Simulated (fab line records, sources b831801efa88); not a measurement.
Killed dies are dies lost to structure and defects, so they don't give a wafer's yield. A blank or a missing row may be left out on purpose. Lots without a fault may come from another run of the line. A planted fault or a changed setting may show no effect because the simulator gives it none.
fab line records | flow gf180mcu
record lots=24 wafers=72 last_day=34
route steps=602 shown HV_LDD@207 PSD@259 V1@358 M2@366 V3@430
lots that met no fault: from a run of the same line without faults
start_h: hours from the record's first day to the start of the lot's first wafer shown | wait_h: hours since the lot's step before | " the same as in the row above | L1.1+2: a row that stands for several wafers | - no value, or no start given | * or withheld: withheld | < > ~ a bound
route shown NAME@n: a module of which the file shows steps, and the number in the route of the first | usual: mean/standard deviation of fault-free wafers | same: alike in all rows | chamber/n: place in a boat | sites: the reading at each site | _std_site: their standard deviation | _edge_site: outer sites' mean less inner sites' | radius_mm: how far each site lies from the wafer's centre | mask NAME#n: copy n | behind: the tool/chamber that last shaped the wafer | hold: why the lot was held/for how many hours/how that ended | device: the transistor (n, p or np) that didn't switch | end of line: the same wafers' tests at the end of the route | a step without rows: its recipe alone | killed: dies lost to structure and defects at the first sort, not the wafer's yield | map: a wafer's dies, x killed, . not, _ none there
set.NAME: the setting as run; set.NAME@STEP: as run at that earlier step | model.NAME: the simulator's own value behind a step, which no gauge read
steps of the route over a sample of lots; a table a step, a row a wafer
services: from which hour (start_h, from the record's first day; less than 0 if before it) a tool's chamber was out of use, for how many hours, and why
## steps
# step GF_HV_LDD_CD_MEAS_31
# recipe target_cd_nm=400
# usual cd_nm=399.9/2.1
# columns lot.wafer tool chamber start_h wait_h cd_nm
L074.2 cd_sem-01 - 252.05 0.1 397.1
L074.5 " - " " 400.8
L074.6 " - " " 399.8
L075.3 cd_sem-02 - 257.13 0.1 401.3
L075.5 " - " " 400.7
L075.6 " - " " 400.2
L076.1 cd_sem-01 - 265.00 0.1 398.5
L076.3 " - " " 397.9
L076.5 " - " " 395.7
L077.1 cd_sem-01 - 271.13 0.1 399.8
L077.5 " - " " 398.5
L077.6 " - " " 398.2
L078.2 cd_sem-02 - 282.16 0.1 396.5
L078.3 " - " " 398.4
L078.5 " - " " 398.1
L079.2 cd_sem-02 - 289.00 0.1 401.1
L079.3 " - " " 401.6
L079.4 " - " " 400.7
L080.2 cd_sem-02 - 298.15 0.1 400.9
L080.3 " - " " 404.0
L080.5 " - " " 402.1
L081.4 cd_sem-02 - 312.54 0.1 401.1
L081.5 " - " " 403.8
L081.6 " - " " 400.2
L082.2 cd_sem-02 - 313.70 0.1 398.7
L082.3 " - " " 402.5
L082.4 " - " " 398.9
L083.2 cd_sem-01 - 326.10 0.1 402.8
L083.4 " - " " 401.7
L083.6 " - " " 402.3
L084.2 cd_sem-02 - 334.20 0.1 402.5
L084.4 " - " " 399.4
L084.6 " - " " 401.9
L085.1 cd_sem-02 - 342.83 0.1 396.0
L085.5 " - " " 397.2
L085.6 " - " " 397.8
L086.3 cd_sem-02 - 352.82 0.1 396.9
L086.4 " - " " 396.6
L086.5 " - " " 398.5
L087.2 cd_sem-02 - 354.52 0.1 402.6
L087.3 " - " " 403.3
L087.4 " - " " 404.2
L088.3 cd_sem-02 - 362.42 0.1 403.0
L088.5 " - " " 402.3
L088.6 " - " " 401.9
L089.2 cd_sem-02 - 370.21 0.1 401.0
L089.3 " - " " 401.0
L089.6 " - " " 401.1
L090.2 cd_sem-02 - 377.66 0.1 401.2
L090.3 " - " " 398.0
L090.4 " - " " 400.4
L091.4 cd_sem-01 - 384.25 0.1 401.6
L091.5 " - " " 401.4
L091.6 " - " " 403.4
L092.2 cd_sem-02 - 388.16 0.1 402.7
L092.3 " - " " 400.9
L092.5 " - " " 401.3
L093.3 cd_sem-01 - 402.38 0.1 398.4
L093.4 " - " " 397.1
L093.5 " - " " 397.7
L094.3 cd_sem-02 - 410.88 0.1 398.8
L094.4 " - " " 396.6
L094.6 " - " " 394.5
L095.2 cd_sem-02 - 425.16 0.1 399.8
L095.5 " - " " 399.1
L095.6 " - " " 397.2
L096.2 cd_sem-02 - 436.21 0.1 398.9
L096.3 " - " " 398.2
L096.5 " - " " 396.0
L097.1 cd_sem-02 - 436.59 0.1 399.8
L097.3 " - " " 398.8
L097.5 " - " " 400.8
# step GF_PSD_TW_MEAS_11
# usual PSD_TW=3200/39
# columns lot.wafer tool chamber start_h wait_h PSD_TW
L074.2 film_metro-01 - 316.65 0.1 3220
L074.5 " - " " 3217
L074.6 " - " " 3210
L075.3 film_metro-02 - 321.41 0.1 3243
L075.5 " - " " 3242
L075.6 " - " " 3252
L076.1 film_metro-02 - 329.79 0.1 3229
L076.3 " - " " 3229
L076.5 " - " " 3229
L077.1 film_metro-02 - 336.48 0.1 3183
L077.5 " - " " 3212
L077.6 " - " " 3199
L078.2 film_metro-03 - 348.30 0.1 3137
L078.3 " - " " 3131
L078.5 " - " " 3137
L079.2 film_metro-01 - 356.04 0.1 3200
L079.3 " - " " 3197
L079.4 " - " " 3192
L080.2 film_metro-01 - 366.75 0.1 3209
L080.3 " - " " 3216
L080.5 " - " " 3190
L081.4 film_metro-02 - 380.17 0.1 3243
L081.5 " - " " 3238
L081.6 " - " " 3238
L082.2 film_metro-03 - 380.90 0.1 3111
L082.3 " - " " 3098
L082.4 " - " " 3123
L083.2 film_metro-01 - 395.53 0.1 3208
L083.4 " - " " 3202
L083.6 " - " " 3197
L084.2 film_metro-01 - 402.45 0.1 3201
L084.4 " - " " 3186
L084.6 " - " " 3201
L085.1 film_metro-01 - 411.79 0.1 3197
L085.5 " - " " 3202
L085.6 " - " " 3193
L086.3 film_metro-01 - 422.71 0.1 3215
L086.4 " - " " 3211
L086.5 " - " " 3207
L087.2 film_metro-01 - 423.83 0.1 3203
L087.3 " - " " 3206
L087.4 " - " " 3208
L088.3 film_metro-02 - 435.49 0.1 3237
L088.5 " - " " 3201
L088.6 " - " " 3236
L089.2 film_metro-01 - 444.05 0.1 3205
L089.3 " - " " 3224
L089.6 " - " " 3210
L090.2 film_metro-02 - 450.85 0.1 3237
L090.3 " - " " 3229
L090.4 " - " " 3232
L091.4 film_metro-01 - 458.82 0.1 3214
L091.5 " - " " 3206
L091.6 " - " " 3206
L092.2 film_metro-02 - 462.13 0.1 3233
L092.3 " - " " 3235
L092.5 " - " " 3250
L093.3 film_metro-01 - 479.14 0.1 3217
L093.4 " - " " 3209
L093.5 " - " " 3216
L094.3 film_metro-03 - 486.51 0.1 3119
L094.4 " - " " 3109
L094.6 " - " " 3111
L095.2 film_metro-01 - 501.48 0.1 3212
L095.5 " - " " 3205
L095.6 " - " " 3210
L096.2 film_metro-02 - 512.73 0.1 3244
L096.3 " - " " 3244
L096.5 " - " " 3222
L097.1 film_metro-03 - 513.94 0.1 3119
L097.3 " - " " 3126
L097.5 " - " " 3127
# step GF_PSD_RTA_13
# recipe temp_c=1025 time_s=20 ambient=N2
# usual lamp_power_pct=37.0/2.4 wafer_temp_C_max=1030.7/1.4
# columns lot.wafer tool chamber start_h wait_h lamp_power_pct wafer_temp_C_max
L074.2 rtp_anneal-02 0 316.76 0.0 35.0 1033.4
L074.5 " 0 " " 35.0 1030.8
L074.6 " 0 " " 35.0 1032.1
L075.3 rtp_anneal-01 0 321.53 0.0 39.8 1030.0
L075.5 " 0 " " 39.8 1028.5
L075.6 " 0 " " 39.8 1030.8
L076.1 rtp_anneal-02 0 329.90 0.0 35.0 1031.3
L076.3 " 0 " " 35.0 1031.7
L076.5 " 0 " " 35.0 1033.3
L077.1 rtp_anneal-02 0 336.59 0.0 35.0 1031.9
L077.5 " 0 " " 35.0 1033.1
L077.6 " 0 " " 35.0 1031.9
L078.2 rtp_anneal-02 0 348.41 0.0 34.9 1030.4
L078.3 " 0 " " 35.0 1029.4
L078.5 " 0 " " 35.0 1031.0
L079.2 rtp_anneal-02 0 356.16 0.0 35.0 1031.7
L079.3 " 0 " " 34.9 1031.1
L079.4 " 0 " " 34.9 1031.4
L080.2 rtp_anneal-01 0 366.86 0.0 39.8 1027.6
L080.3 " 0 " " 39.8 1029.7
L080.5 " 0 " " 39.8 1028.6
L081.4 rtp_anneal-02 0 380.29 0.0 35.0 1030.0
L081.5 " 0 " " 35.0 1034.1
L081.6 " 0 " " 34.9 1032.7
L082.2 rtp_anneal-02 0 381.02 0.0 35.0 1030.3
L082.3 " 0 " " 35.0 1030.9
L082.4 " 0 " " 35.0 1031.2
L083.2 rtp_anneal-01 0 395.65 0.0 39.8 1030.4
L083.4 " 0 " " 39.8 1031.4
L083.6 " 0 " " 39.8 1028.7
L084.2 rtp_anneal-02 0 402.57 0.0 34.9 1030.2
L084.4 " 0 " " 35.0 1030.7
L084.6 " 0 " " 35.0 1031.1
L085.1 rtp_anneal-02 0 411.90 0.0 35.0 1029.7
L085.5 " 0 " " 35.0 1030.6
L085.6 " 0 " " 34.9 1030.9
L086.3 rtp_anneal-01 0 422.82 0.0 39.8 1028.2
L086.4 " 0 " " 39.8 1028.7
L086.5 " 0 " " 39.8 1030.8
L087.2 rtp_anneal-02 0 423.95 0.0 35.0 1031.0
L087.3 " 0 " " 35.0 1031.4
L087.4 " 0 " " 35.0 1030.2
L088.3 rtp_anneal-01 0 435.61 0.0 39.7 1030.3
L088.5 " 0 " " 39.8 1028.5
L088.6 " 0 " " 39.8 1030.2
L089.2 rtp_anneal-01 0 444.16 0.0 39.8 1030.3
L089.3 " 0 " " 39.8 1030.0
L089.6 " 0 " " 39.8 1028.2
L090.2 rtp_anneal-02 0 451.02 0.0 35.0 1031.4
L090.3 " 0 " " 35.0 1032.5
L090.4 " 0 " " 35.0 1030.8
L091.4 rtp_anneal-01 0 458.99 0.0 39.7 1033.6
L091.5 " 0 " " 39.8 1028.1
L091.6 " 0 " " 39.8 1029.6
L092.2 rtp_anneal-02 0 462.25 0.0 34.9 1030.3
L092.3 " 0 " " 34.9 1030.9
L092.5 " 0 " " 35.0 1030.3
L093.3 rtp_anneal-01 0 479.26 0.0 39.8 1030.0
L093.4 " 0 " " 39.7 1029.2
L093.5 " 0 " " 39.8 1030.6
L094.3 rtp_anneal-02 0 486.62 0.0 35.0 1032.6
L094.4 " 0 " " 35.0 1031.8
L094.6 " 0 " " 34.9 1031.5
L095.2 rtp_anneal-01 0 501.60 0.0 39.8 1029.7
L095.5 " 0 " " 39.8 1029.5
L095.6 " 0 " " 39.8 1029.2
L096.2 rtp_anneal-02 0 512.85 0.0 35.0 1032.6
L096.3 " 0 " " 35.0 1031.9
L096.5 " 0 " " 35.1 1030.1
L097.1 rtp_anneal-01 0 514.05 0.0 39.9 1030.1
L097.3 " 0 " " 39.7 1030.8
L097.5 " 0 " " 39.8 1029.4
# step GF_V1_CVD_23
# recipe material=W target_thk_nm=350 time_s=105.05 temp_c=400 pressure_torr=40
# usual heater_power_w=855/61
# columns lot.wafer tool chamber start_h wait_h heater_power_w
L074.2 cvd_w-02 1 408.99 0.0 874
L074.5 " 0 " " 903
L074.6 " 1 " " 872
L075.3 cvd_w-01 0 414.52 0.1 849
L075.5 " 1 " " 710
L075.6 " 0 " " 858
L076.1 cvd_w-01 1 423.15 0.0 726
L076.3 " 0 " " 835
L076.5 " 1 " " 714
L077.1 cvd_w-02 1 429.75 0.0 865
L077.5 " 1 " " 866
L077.6 " 0 " " 922
L078.2 cvd_w-02 0 444.25 0.0 868
L078.3 " 1 " " 868
L078.5 " 1 " " 844
L079.2 cvd_w-02 0 451.72 0.0 885
L079.3 " 1 " " 871
L079.4 " 0 " " 878
L080.2 cvd_w-01 0 463.80 0.0 860
L080.3 " 0 " " 819
L080.5 " 0 " " 837
L081.4 cvd_w-01 1 480.55 0.1 704
L081.5 " 1 " " 707
L081.6 " 0 " " 841
L082.2 cvd_w-02 1 481.34 0.0 879
L082.3 " 0 " " 906
L082.4 " 1 " " 870
L083.2 cvd_w-02 0 497.03 0.0 901
L083.4 " 1 " " 851
L083.6 " 1 " " 846
L084.2 cvd_w-02 1 504.10 0.0 865
L084.4 " 1 " " 866
L084.6 " 1 " " 876
L085.1 cvd_w-01 1 513.10 0.0 720
L085.5 " 0 " " 857
L085.6 " 1 " " 732
L086.3 cvd_w-02 0 522.73 0.1 920
L086.4 " 1 " " 871
L086.5 " 0 " " 903
L087.2 cvd_w-02 1 524.94 0.0 885
L087.3 " 1 " " 892
L087.4 " 0 " " 887
L088.3 cvd_w-02 1 534.05 0.1 865
L088.5 " 0 " " 891
L088.6 " 1 " " 866
L089.2 cvd_w-02 0 543.00 0.0 908
L089.3 " 0 " " 894
L089.6 " 1 " " 856
L090.2 cvd_w-02 1 551.48 0.0 886
L090.3 " 0 " " 906
L090.4 " 1 " " 859
L091.4 cvd_w-02 0 557.73 0.1 905
L091.5 " 0 " " 902
L091.6 " 1 " " 869
L092.2 cvd_w-02 0 560.85 0.0 915
L092.3 " 1 " " 868
L092.5 " 0 " " 893
L093.3 cvd_w-02 0 577.29 0.1 895
L093.4 " 0 " " 910
L093.5 " 0 " " 884
L094.3 cvd_w-02 1 582.94 0.1 868
L094.4 " 0 " " 907
L094.6 " 1 " " 886
L095.2 cvd_w-02 0 596.70 0.0 905
L095.5 " 1 " " 861
L095.6 " 0 " " 928
L096.2 cvd_w-01 0 606.40 0.0 865
L096.3 " 1 " " 724
L096.5 " 1 " " 723
L097.1 cvd_w-01 1 608.08 0.0 704
L097.3 " 1 " " 728
L097.5 " 1 " " 719
# step GF_M2_SPUTTER_04
# recipe material=TiN target_thk_nm=50 power_w=6500 time_s=41.7 chamber_pressure_pa=0.4
# usual throttle_valve_pct=30.2/1.1
# columns lot.wafer tool chamber start_h wait_h throttle_valve_pct
L074.2 pvd_sputter-02 - 409.76 0.0 31.1
L074.5 " - " " 30.1
L074.6 " - " " 30.4
L075.3 pvd_sputter-03 - 415.25 0.0 30.6
L075.5 " - " " 30.9
L075.6 " - " " 30.7
L076.1 pvd_sputter-01 - 423.92 0.0 28.7
L076.3 " - " " 31.8
L076.5 " - " " 29.3
L077.1 pvd_sputter-02 - 430.53 0.0 30.3
L077.5 " - " " 31.0
L077.6 " - " " 30.4
L078.2 pvd_sputter-01 - 445.02 0.0 31.4
L078.3 " - " " 28.7
L078.5 " - " " 30.8
L079.2 pvd_sputter-02 - 452.49 0.0 30.4
L079.3 " - " " 31.2
L079.4 " - " " 30.4
L080.2 pvd_sputter-02 - 464.58 0.0 30.4
L080.3 " - " " 31.1
L080.5 " - " " 30.7
L081.4 pvd_sputter-03 - 481.29 0.0 31.1
L081.5 " - " " 30.9
L081.6 " - " " 31.1
L082.2 pvd_sputter-01 - 482.12 0.0 29.1
L082.3 " - " " 28.6
L082.4 " - " " 31.6
L083.2 pvd_sputter-03 - 497.80 0.0 27.6
L083.4 " - " " 31.0
L083.6 " - " " 27.6
L084.2 pvd_sputter-01 - 504.87 0.0 29.1
L084.4 " - " " 28.9
L084.6 " - " " 29.1
L085.1 pvd_sputter-02 - 513.88 0.0 29.7
L085.5 " - " " 30.5
L085.6 " - " " 31.2
L086.3 pvd_sputter-03 - 523.47 0.0 27.6
L086.4 " - " " 30.8
L086.5 " - " " 31.2
L087.2 pvd_sputter-03 - 525.72 0.0 27.6
L087.3 " - " " 30.8
L087.4 " - " " 31.0
L088.3 pvd_sputter-02 - 534.79 0.0 29.7
L088.5 " - " " 29.6
L088.6 " - " " 30.3
L089.2 pvd_sputter-03 - 543.77 0.0 30.9
L089.3 " - " " 27.8
L089.6 " - " " 30.7
L090.2 pvd_sputter-01 - 552.25 0.0 31.7
L090.3 " - " " 28.4
L090.4 " - " " 29.3
L091.4 pvd_sputter-03 - 558.47 0.0 30.9
L091.5 " - " " 30.9
L091.6 " - " " 30.9
L092.2 pvd_sputter-02 - 561.63 0.0 30.6
L092.3 " - " " 29.5
L092.5 " - " " 30.6
L093.3 pvd_sputter-03 - 578.10 0.0 31.0
L093.4 " - " " 27.7
L093.5 " - " " 30.9
L094.3 pvd_sputter-02 - 583.68 0.0 29.6
L094.4 " - " " 30.4
L094.6 " - " " 30.9
L095.2 pvd_sputter-03 - 597.47 0.0 31.0
L095.5 " - " " 30.9
L095.6 " - " " 30.7
L096.2 pvd_sputter-01 - 607.17 0.0 29.4
L096.3 " - " " 31.7
L096.5 " - " " 31.7
L097.1 pvd_sputter-03 - 608.85 0.0 30.8
L097.3 " - " " 27.5
L097.5 " - " " 31.0
# step GF_V3_THK_MEAS_01
# recipe reads=SiO2_of_V3_CVD_00
# usual V3_CVD_00_THK=599/8.7
# columns lot.wafer tool chamber start_h wait_h V3_CVD_00_THK[nm]
L074.2 film_metro-02 - 485.69 0.0 618
L074.5 " - " " 599
L074.6 " - " " 597
L075.3 film_metro-02 - 490.80 0.1 606
L075.5 " - " " 605
L075.6 " - " " 593
L076.1 film_metro-02 - 501.33 0.0 580
L076.3 " - " " 594
L076.5 " - " " 590
L077.1 film_metro-02 - 507.62 0.0 595
L077.5 " - " " 594
L077.6 " - " " 606
L078.2 film_metro-03 - 520.22 0.0 591
L078.3 " - " " 582
L078.5 " - " " 587
L079.2 film_metro-02 - 528.32 0.0 597
L079.3 " - " " 605
L079.4 " - " " 606
L080.2 film_metro-02 - 540.19 0.0 595
L080.3 " - " " 612
L080.5 " - " " 609
L081.4 film_metro-03 - 555.09 0.0 593
L081.5 " - " " 613
L081.6 " - " " 598
L082.2 film_metro-03 - 556.02 0.0 603
L082.3 " - " " 610
L082.4 " - " " 602
L083.2 film_metro-04 - 570.48 0.0 602
L083.4 " - " " 587
L083.6 " - " " 605
L084.2 film_metro-04 - 576.63 0.0 588
L084.4 " - " " 594
L084.6 " - " " 600
L085.1 film_metro-04 - 584.94 0.0 619
L085.5 " - " " 612
L085.6 " - " " 622
L086.3 film_metro-03 - 593.80 0.1 594
L086.4 " - " " 596
L086.5 " - " " 605
L087.2 film_metro-03 - 595.04 0.0 594
L087.3 " - " " 600
L087.4 " - " " 601
L088.3 film_metro-03 - 604.81 0.1 600
L088.5 " - " " 583
L088.6 " - " " 597
L089.2 film_metro-03 - 611.74 0.0 607
L089.3 " - " " 608
L089.6 " - " " 611
L090.2 film_metro-02 - 619.37 0.0 590
L090.3 " - " " 608
L090.4 " - " " 595
L091.4 film_metro-03 - 626.34 0.0 596
L091.5 " - " " 610
L091.6 " - " " 598
L092.2 film_metro-02 - 628.44 0.0 595
L092.3 " - " " 590
L092.5 " - " " 597
L093.3 film_metro-04 - 643.51 0.1 606
L093.4 " - " " 592
L093.5 " - " " 606
L094.3 film_metro-02 - 648.45 0.1 598
L094.4 " - " " 589
L094.6 " - " " 593
L095.2 film_metro-02 - 661.23 0.0 599
L095.5 " - " " 605
L095.6 " - " " 603
L096.2 film_metro-02 - 669.70 0.0 595
L096.3 " - " " 588
L096.5 " - " " 590
L097.1 film_metro-02 - 671.41 0.0 594
L097.3 " - " " 611
L097.5 " - " " 595
## services
# columns tool chamber start_h hours kind
pvd_sputter-03 - 348.77 5.8 repair
cvd_w-01 - 349.89 6.9 pm
pvd_sputter-03 2 355.18 - consumable_replace:kit
pvd_sputter-03 2 355.18 18.0 scheduled_down
pvd_sputter-03 2 355.18 18.0 vent_cycle
pvd_sputter-03 - 360.69 3.9 repair
pvd_sputter-03 - 374.84 3.9 repair
pvd_sputter-02 - 381.06 4.0 repair
cvd_w-01 - 390.00 14.0 pm
cvd_w-01 0 390.00 14.0 vent_cycle
cvd_w-01 1 390.00 14.0 vent_cycle
pvd_sputter-02 0 463.34 - consumable_replace:kit
pvd_sputter-02 0 463.34 18.0 scheduled_down
pvd_sputter-02 0 463.34 18.0 vent_cycle
pvd_sputter-01 - 491.32 5.1 repair
rtp_anneal-01 - 492.81 5.7 pm
pvd_sputter-03 1 497.46 - consumable_replace:kit
pvd_sputter-03 1 497.46 18.0 scheduled_down
pvd_sputter-03 1 497.46 18.0 vent_cycle
cvd_w-02 - 498.89 1.3 repair
pvd_sputter-03 - 530.97 1.5 repair
pvd_sputter-01 - 536.07 4.4 repair
cvd_w-02 1 563.37 14.3 repair
pvd_sputter-03 - 580.50 7.0 repair
## key
fault none
